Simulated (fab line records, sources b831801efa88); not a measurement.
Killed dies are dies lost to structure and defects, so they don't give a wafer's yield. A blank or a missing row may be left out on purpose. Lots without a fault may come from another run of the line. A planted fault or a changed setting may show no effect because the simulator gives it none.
fab line records | flow gf180mcu
record lots=6 wafers=16 last_day=34
route steps=602 shown V5@550
lots that met no fault: from a run of the same line without faults
start_h: hours from the record's first day to the start of the lot's first wafer shown | wait_h: hours since the lot's step before | " the same as in the row above | L1.1+2: a row that stands for several wafers | - no value, or no start given | * or withheld: withheld | < > ~ a bound
route shown NAME@n: a module of which the file shows steps, and the number in the route of the first | usual: mean/standard deviation of fault-free wafers | same: alike in all rows | chamber/n: place in a boat | sites: the reading at each site | _std_site: their standard deviation | _edge_site: outer sites' mean less inner sites' | radius_mm: how far each site lies from the wafer's centre | mask NAME#n: copy n | behind: the tool/chamber that last shaped the wafer | hold: why the lot was held/for how many hours/how that ended | device: the transistor (n, p or np) that didn't switch | end of line: the same wafers' tests at the end of the route | a step without rows: its recipe alone | killed: dies lost to structure and defects at the first sort, not the wafer's yield | map: a wafer's dies, x killed, . not, _ none there
set.NAME: the setting as run; set.NAME@STEP: as run at that earlier step | model.NAME: the simulator's own value behind a step, which no gauge read
lots at some steps of the route; a table a step, a row a wafer
services: from which hour (start_h, from the record's first day; less than 0 if before it) a tool's chamber was out of use, for how many hours, and why
## steps
# step GF_V5_SOFTBAKE_10
# recipe temp_c=130 time_s=60 resist=KrF
# step GF_V5_EXPOSE_11
# recipe mask_id=Via5 target_cd_nm=260 na=0.68 source_shape=conventional sigma_outer=0.6 dose_mj=38
# step GF_V5_PEB_12
# recipe peb_temp_c=135 peb_time_s=90 resist=KrF
# step GF_V5_DEVELOP_13
# recipe develop_time_s=60 resist=KrF dev_temp_c=21
# step GF_V5_CD_MEAS_14
# recipe target_cd_nm=260
# usual cd_nm=260.1/1.2
# columns lot.wafer tool chamber start_h wait_h cd_nm
L891.3 cd_sem-01 - 631.67 0.1 261.2
L891.5 " - " " 260.7
L891.6 " - " " 260.8
L896.1 cd_sem-01 - 669.11 0.1 258.9
L896.2 " - " " 257.3
L896.5 " - " " 257.7
L897.3 cd_sem-01 - 673.72 0.1 258.7
L897.6 " - " " 259.0
L901.2 cd_sem-01 - 707.84 0.1 259.9
L901.3 " - " " 258.5
L911.2 cd_sem-01 - 765.24 0.1 258.0
L911.5 " - " " 258.7
L911.6 " - " " 258.9
L914.1 cd_sem-01 - 777.22 0.1 259.8
L914.2 " - " " 261.7
L914.5 " - " " 260.4
# step GF_V5_OVL_MEAS_15
# usual V5_OVL=-5/6
# columns lot.wafer tool chamber start_h wait_h V5_OVL[nm]
L891.3 overlay-01 - 631.76 0.1 -7
L891.5 " - " " -19
L891.6 " - " " -3
L896.1 overlay-01 - 669.23 0.1 -4
L896.2 " - " " 2
L896.5 " - " " -6
L897.3 overlay-01 - 673.81 0.1 -14
L897.6 " - " " -10
L901.2 overlay-02 - 707.94 0.1 -5
L901.3 " - " " -10
L911.2 overlay-01 - 765.34 0.1 -13
L911.5 " - " " 0
L911.6 " - " " -6
L914.1 overlay-02 - 777.34 0.1 -5
L914.2 " - " " -3
L914.5 " - " " -9
# step GF_V5_ETCH_16
# recipe chemistry=N2/H2 target_depth_a=withheld overetch_a=withheld time_s=withheld target=BARC ion_energy_ev=200 source_w=500 bias_w=100 pressure_mtorr=30 n2_flow_sccm=100 h2_flow_sccm=200
# usual drypump_motor_current_A=5.7/0.59 h2_flow_sccm=200.0/0.6 oes_product_au=0.856/0.0047 throttle_valve_pct=13.225/0.0092
# columns lot.wafer tool chamber start_h wait_h drypump_motor_current_A h2_flow_sccm oes_product_au throttle_valve_pct
L891.3 rie_diel-02 2 631.79 0.0 5.3 200.1 0.857 13.220
L891.5 " 3 " " 5.0 199.6 0.858 13.229
L891.6 " 2 " " 5.3 200.5 0.856 13.218
L896.1 rie_diel-01 1 669.26 0.0 5.9 199.3 0.852 13.223
L896.2 " 0 " " 6.4 199.7 0.853 13.226
L896.5 " 1 " " 5.9 199.6 0.841 13.219
L897.3 rie_diel-01 2 673.84 0.0 6.0 200.2 0.862 13.227
L897.6 " 0 " " 6.5 199.6 0.858 13.227
L901.2 rie_diel-02 0 707.97 0.0 4.8 199.9 0.848 13.237
L901.3 " 3 " " 5.0 200.0 0.859 13.225
L911.2 rie_diel-01 3 765.37 0.0 4.8 200.8 0.862 13.222
L911.5 " 0 " " 6.4 199.9 0.858 13.227
L911.6 " 3 " " 4.8 199.8 0.854 13.224
L914.1 rie_diel-02 2 777.37 0.0 5.3 200.6 0.851 13.227
L914.2 " 3 " " 5.0 200.3 0.858 13.225
L914.5 " 0 " " 4.8 200.6 0.853 13.235
# step GF_V5_ETCH_17
# recipe chemistry=C4F8/O2/Ar mask_material=KrF target=SiO2 stop_on=TiN source_w=1500 bias_w=1200 pressure_mtorr=40 c4f8_flow_sccm=withheld O2_flow_sccm=6 Ar_flow_sccm=300 time_s=withheld target_depth_a=8550
# usual oes_product_au=0.860/0.0045
# columns lot.wafer tool chamber start_h wait_h oes_product_au
L891.3 rie_diel-02 2 - - 0.856
L891.5 " 3 " " 0.857
L891.6 " 2 " " 0.857
L896.1 rie_diel-01 1 - - 0.859
L896.2 " 0 " " 0.865
L896.5 " 1 " " 0.858
L897.3 rie_diel-01 2 - - 0.859
L897.6 " 0 " " 0.863
L901.2 rie_diel-02 0 - - 0.851
L901.3 " 3 " " 0.867
L911.2 rie_diel-01 3 - - 0.859
L911.5 " 0 " " 0.860
L911.6 " 3 " " 0.869
L914.1 rie_diel-02 2 - - 0.862
L914.2 " 3 " " 0.858
L914.5 " 0 " " 0.862
# step GF_V5_STRIP_18
# recipe chemistry=O2/N2 power_w=1400 pressure_mtorr=1500 platen_temp_c=250 o2_flow_sccm=3000 n2_flow_sccm=300 overash_fraction=0.5
# usual drypump_motor_current_A=5.8/0.46 heater_power_w=358/22 oes_product_au=0.568/0.005
# columns lot.wafer tool chamber start_h wait_h drypump_motor_current_A heater_power_w oes_product_au rf_hours_counter_h
L891.3 plasma_asher-03 1 631.97 - 5.8 361 0.561 -
L891.5 " 0 " " 6.4 377 0.567 -
L891.6 " 1 " " 5.8 349 0.562 -
L896.1 plasma_asher-01 1 669.41 - 5.6 313 0.565 89
L896.2 " 0 " " 5.7 384 0.567 89
L896.5 " 0 " " 5.7 379 0.555 -
L897.3 plasma_asher-02 0 674.02 - 6.0 356 0.581 -
L897.6 " 1 " " 4.9 368 0.573 -
L901.2 plasma_asher-01 1 708.13 - 5.6 318 0.572 93
L901.3 " 0 " " 5.7 384 0.573 -
L911.2 plasma_asher-02 1 765.53 - 4.9 378 0.563 66
L911.5 " 0 " " 6.0 355 0.567 -
L911.6 " 1 " " 4.9 372 0.575 -
L914.1 plasma_asher-03 1 777.53 - 5.8 341 0.559 38
L914.2 " 0 " " 6.4 376 0.564 38
L914.5 " 0 " " 6.4 361 0.565 -
# step GF_V5_STRIP_19
# recipe chemistry=post_etch_residue_remover time_s=1200 temp_c=72.5
# step GF_V5_CLEAN_20
# recipe chemistry=DIW dry=n2_spin
# step GF_V5_SPUTTER_21
# recipe material=Ti target_thk_nm=15 chamber_pressure_pa=5 power_w=2500 substrate_temp_c=200 time_s=80.02
# usual throttle_valve_pct=29.9/1.3
# columns lot.wafer tool chamber start_h wait_h throttle_valve_pct
L891.3 pvd_sputter-02 - 632.51 0.0 28.5
L891.5 " - " " 28.6
L891.6 " - " " 31.9
L896.1 pvd_sputter-01 - 669.95 0.0 30.9
L896.2 " - " " 29.6
L896.5 " - " " 29.6
L897.3 pvd_sputter-03 - 674.52 0.0 29.7
L897.6 " - " " 30.8
L901.2 pvd_sputter-03 - 708.73 0.0 29.5
L901.3 " - " " 29.5
L911.2 pvd_sputter-03 - 766.06 0.0 29.1
L911.5 " - " " 29.4
L911.6 " - " " 29.5
L914.1 pvd_sputter-03 - 778.09 0.0 30.9
L914.2 " - " " 29.6
L914.5 " - " " 30.9
# step GF_V5_SPUTTER_22
# recipe material=TiN target_thk_nm=10 chamber_pressure_pa=5 power_w=4000 time_s=40
# usual throttle_valve_pct=30.0/1.3
# columns lot.wafer tool chamber start_h wait_h throttle_valve_pct model.TiN_of_V5_SPUTTER_22.thk_nm
L891.3 pvd_sputter-02 - 632.58 0.0 28.3 10.03
L891.5 " - " " 28.4 9.965
L891.6 " - " " 32.0 9.944
L896.1 pvd_sputter-01 - 670.01 0.0 30.7 9.946
L896.2 " - " " 29.3 10.17
L896.5 " - " " 29.9 10.12
L897.3 pvd_sputter-03 - 674.59 0.0 29.3 10.15
L897.6 " - " " 30.5 14.3
L901.2 pvd_sputter-03 - 708.79 0.0 29.6 13.97
L901.3 " - " " 29.6 10.15
L911.2 pvd_sputter-03 - 766.12 0.0 29.5 9.912
L911.5 " - " " 29.2 9.965
L911.6 " - " " 29.6 9.916
L914.1 pvd_sputter-03 - 778.15 0.0 30.9 9.923
L914.2 " - " " 29.6 9.714
L914.5 " - " " 30.7 9.968
# step GF_V5_CVD_23
# recipe material=W target_thk_nm=350 time_s=104.9 temp_c=400 pressure_torr=40
# usual heater_power_w=870/35
# columns lot.wafer tool chamber start_h wait_h heater_power_w
L891.3 cvd_w-01 1 632.65 0.1 886
L891.5 " 0 " " 794
L891.6 " 1 " " 884
L896.1 cvd_w-02 0 670.05 0.0 874
L896.2 " 1 " " 895
L896.5 " 0 " " 876
L897.3 cvd_w-01 1 674.66 0.1 873
L897.6 " 1 " " 920
L901.2 cvd_w-02 1 708.83 0.0 898
L901.3 " 0 " " 881
L911.2 cvd_w-02 1 766.16 0.0 903
L911.5 " 1 " " 901
L911.6 " 0 " " 903
L914.1 cvd_w-01 0 778.19 0.0 801
L914.2 " 1 " " 883
L914.5 " 1 " " 891
## services
# columns tool chamber start_h hours kind
pvd_sputter-03 - 619.39 2.6 repair
rie_diel-01 1 633.53 10.9 repair
pvd_sputter-01 0 637.83 - consumable_replace:kit
pvd_sputter-01 0 637.83 18.0 scheduled_down
pvd_sputter-01 0 637.83 18.0 vent_cycle
pvd_sputter-02 - 668.24 8.0 repair
rie_diel-01 2 683.61 4.9 repair
rie_diel-01 1 690.57 - clean
rie_diel-01 1 690.57 17.5 scheduled_down
rie_diel-01 1 690.57 17.5 vent_cycle
pvd_sputter-03 0 714.26 - consumable_replace:kit
pvd_sputter-03 0 714.26 18.0 scheduled_down
pvd_sputter-03 0 714.26 18.0 vent_cycle
rie_diel-02 0 737.55 - clean
rie_diel-02 0 737.55 21.9 scheduled_down
rie_diel-02 0 737.55 21.9 vent_cycle
pvd_sputter-02 - 746.84 4.1 repair
cvd_w-02 - 747.17 1.1 repair
pvd_sputter-01 3 758.03 - consumable_replace:kit
pvd_sputter-01 3 758.03 18.0 scheduled_down
pvd_sputter-01 3 758.03 18.0 vent_cycle
plasma_asher-02 - 777.15 3.4 repair
## key
first_sign none at tools or gauges
model_effect step=GF_V5_SPUTTER_22 value=TiN_of_V5_SPUTTER_22.thk_nm without=10.13 struck=14.13
met_at GF_V5_SPUTTER_22
struck_wafers L897.6,L901.2
fault kind=process_parameter_drift tool=pvd_sputter-03 chamber=- onset_h=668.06 steps=GF_V5_SPUTTER_22 channel=target_thk_nm offset=4.0068 shape=step end_h=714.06 scope=struck_wafers_only acts_in=these_recipes_only stated=10
